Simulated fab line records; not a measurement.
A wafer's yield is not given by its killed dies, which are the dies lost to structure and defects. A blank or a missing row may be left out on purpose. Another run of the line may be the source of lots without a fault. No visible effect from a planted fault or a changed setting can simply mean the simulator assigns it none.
Chamber matching ; flow sky130 ; rie_si-02 running SKY_POLY_GATE_ETCH_17: 4 sister chambers
The step etches poly-Si in HBr/Cl2, stops on SiO2, target depth 180 nm, time 70.5 s. 8 wafers are shown with their chamber, then 7 later ones without.

== WAFERS WITH THEIR CHAMBER ==
wafer;chamber;drypump_motor_current_A (A);oes_product_au (a.u.)
L303.1;0;5.6;0.978
L305.1;3;5.4;0.976
L305.2;2;6.2;0.989
L305.6;1;5.3;0.977
L307.1;3;5.4;0.985
L307.4;0;5.6;0.995
L307.6;1;5.2;0.986
L308.1;2;6.2;0.983

== WAFERS WHOSE CHAMBER IS MISSING ==
wafer;drypump_motor_current_A (A);oes_product_au (a.u.)
L308.2;5.3;0.992
L308.4;5.6;0.989
L311.3;5.6;0.995
L311.4;5.3;0.998
L311.5;6.2;0.979
L319.1;6.2;0.987
L319.6;6.2;0.991

== CHAMBER TAKEN BY EACH ==
wafer;from the rows above;in truth
L308.2;can't be placed: 1 or 3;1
L308.4;0;0
L311.3;0;0
L311.4;can't be placed: 1 or 3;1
L311.5;2;2
L319.1;2;2
L319.6;2;2
Correct placement for 5 of the 7. Can't be placed from these rows: 2 (the true chamber is among the candidates in 2). Wrongly placed: 0.
How it was worked out, from the rows above alone: a wafer's distance from a chamber is the root of the sum, over the readings, of the square of ((its reading less the chamber's mean) divided by the reading's scatter). The wafer belongs to the nearest chamber; if the next one is less than 2 further off, it can't be placed. For every chamber, the mean is computed from those of its wafers that are shown. How the scatter is found: for the shown wafers, subtract from each reading the mean of its chamber, square and add these, divide the total by (wafers less chambers), then take the root.
